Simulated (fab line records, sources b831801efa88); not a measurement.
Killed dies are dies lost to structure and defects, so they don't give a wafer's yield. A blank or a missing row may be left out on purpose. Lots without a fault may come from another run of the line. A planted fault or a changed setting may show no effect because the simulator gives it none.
Which tool did it? | flow gf180mcu | 13 lots, 39 wafers sampled, at 3 steps of a route of 602

WHAT THE GAUGES READ, wafer by wafer
GF_TOP_METAL_RS_MEAS_05: measures by four-point-probe.
lot  | measured     | on            | TOP_METAL_ALCU_RS (ohm/sq)
L385 | day 27 07:44 | film_metro-03 | 0.03272 0.03306 0.03303
L386 | day 28 01:54 | film_metro-04 | 0.03325 0.03337 0.03325
L387 | day 28 04:01 | film_metro-03 | 0.03231 0.03289 0.03233
L388 | day 28 06:22 | film_metro-02 | 0.03271 0.03229 0.03277
L389 | day 28 20:41 | film_metro-04 | 0.03286 0.03231 0.03274
L390 | day 29 05:57 | film_metro-04 | 0.03324 0.03305 0.0333
L392 | day 29 14:25 | film_metro-03 | 0.03277 0.03271 0.0325
L391 | day 29 15:20 | film_metro-04 | 0.03308 0.03315 0.03307
L396 | day 30 14:03 | film_metro-04 | 0.03306 0.03297 0.03306
L400 | day 31 13:55 | film_metro-02 | 0.03293 0.03328 0.0328
L404 | day 32 12:47 | film_metro-03 | 0.03305 0.03301 0.03335
L406 | day 33 03:38 | film_metro-04 | 0.03253 0.03223 0.03242
L407 | day 33 06:51 | film_metro-03 | 0.03317 0.0328 0.03237

GF_TOP_METAL_OVL_MEAS_15.
lot  | measured     | on         | TOP_METAL_OVL (nm)
L385 | day 28 03:52 | overlay-02 | -0.8 0.2 -0.3
L386 | day 28 21:08 | overlay-02 | -2.4 -0.8 -1.3
L387 | day 28 22:20 | overlay-01 | -0.3 0.7 -0.2
L388 | day 29 01:23 | overlay-01 | 1.6 0.4 -1.2
L389 | day 29 15:34 | overlay-02 | -2.9 -2.8 -2.7
L390 | day 29 23:56 | overlay-01 | -1.5 -0.8 -1.8
L392 | day 30 08:44 | overlay-01 | 1.3 2.3 -0.5
L391 | day 30 09:02 | overlay-02 | -0.5 0.3 0.4
L396 | day 31 07:36 | overlay-02 | -2.0 -1.4 -3.7
L400 | day 32 07:28 | overlay-01 | 0.6 -0.2 -0.9
L404 | day 33 05:29 | overlay-01 | -0.3 0.6 0.4
L406 | day 33 18:35 | overlay-01 | 0.5 1.0 0.4
L407 | day 33 21:56 | overlay-01 | -3.2 -3.2 -1.2

WHICH TOOL RAN EACH LOT (tool, then ch and the chambers of the sampled wafers, then the start)
lot  | GF_CONTACT_SPUTTER_22
L385 | pvd_sputter-04, day 16 04:55
L386 | pvd_sputter-02, day 17 01:41
L387 | pvd_sputter-04, day 17 03:32
L388 | pvd_sputter-03, day 17 07:23
L389 | pvd_sputter-02, day 17 22:43
L390 | pvd_sputter-04, day 18 10:36
L392 | pvd_sputter-02, day 18 22:14
L391 | pvd_sputter-03, day 18 22:34
L396 | pvd_sputter-03, day 20 05:41
L400 | pvd_sputter-04, day 21 14:26
L404 | pvd_sputter-03, day 22 19:22
L406 | pvd_sputter-02, day 23 16:05
L407 | pvd_sputter-03, day 23 19:23
- GF_CONTACT_SPUTTER_22: material Ti, target thk 15 nm, time 80.02 s.

WHAT THE TOOLS THEMSELVES READ (means of the sampled wafers that have a number; where no wafer has one, the mark that the record gives instead)
GF_CONTACT_SPUTTER_22.
lot  | tool           | throttle_valve_pct (%)
L385 | pvd_sputter-04 | 31.0
L386 | pvd_sputter-02 | 30.0
L387 | pvd_sputter-04 | 31.0
L388 | pvd_sputter-03 | 29.6
L389 | pvd_sputter-02 | 29.7
L390 | pvd_sputter-04 | 30.1
L392 | pvd_sputter-02 | 29.3
L391 | pvd_sputter-03 | 28.9
L396 | pvd_sputter-03 | 29.8
L400 | pvd_sputter-04 | 30.9
L404 | pvd_sputter-03 | 29.1
L406 | pvd_sputter-02 | 30.1
L407 | pvd_sputter-03 | 29.3

THE ANSWER, worked out from the rows above alone
Rule: what is usual is taken from the lots themselves. Put in order of their means at a reading, lots are off if they are a third of the lots or fewer, leave a main group of 4 or more, and stand apart from it by a gap of 3 or more times the standard deviation of the main group's means; of several such gaps the widest counts. A main group whose means are all the same, to the digits that the tables above print for the reading, isn't used. A lot without any number at a reading at which 4 lots or more have one is off too. The other lots that the step has rows for count as sound. The gauges are gone through in route order, then the tools' own readings, and for those a lot's mean is taken as printed above. The first step at which some lot is off is used, and at that step the reading that is off furthest; a lot without a number counts as furthest.
No lot is off at any reading shown: from this, nothing can be told.

WHAT THE SIMULATOR HAD PUT IN
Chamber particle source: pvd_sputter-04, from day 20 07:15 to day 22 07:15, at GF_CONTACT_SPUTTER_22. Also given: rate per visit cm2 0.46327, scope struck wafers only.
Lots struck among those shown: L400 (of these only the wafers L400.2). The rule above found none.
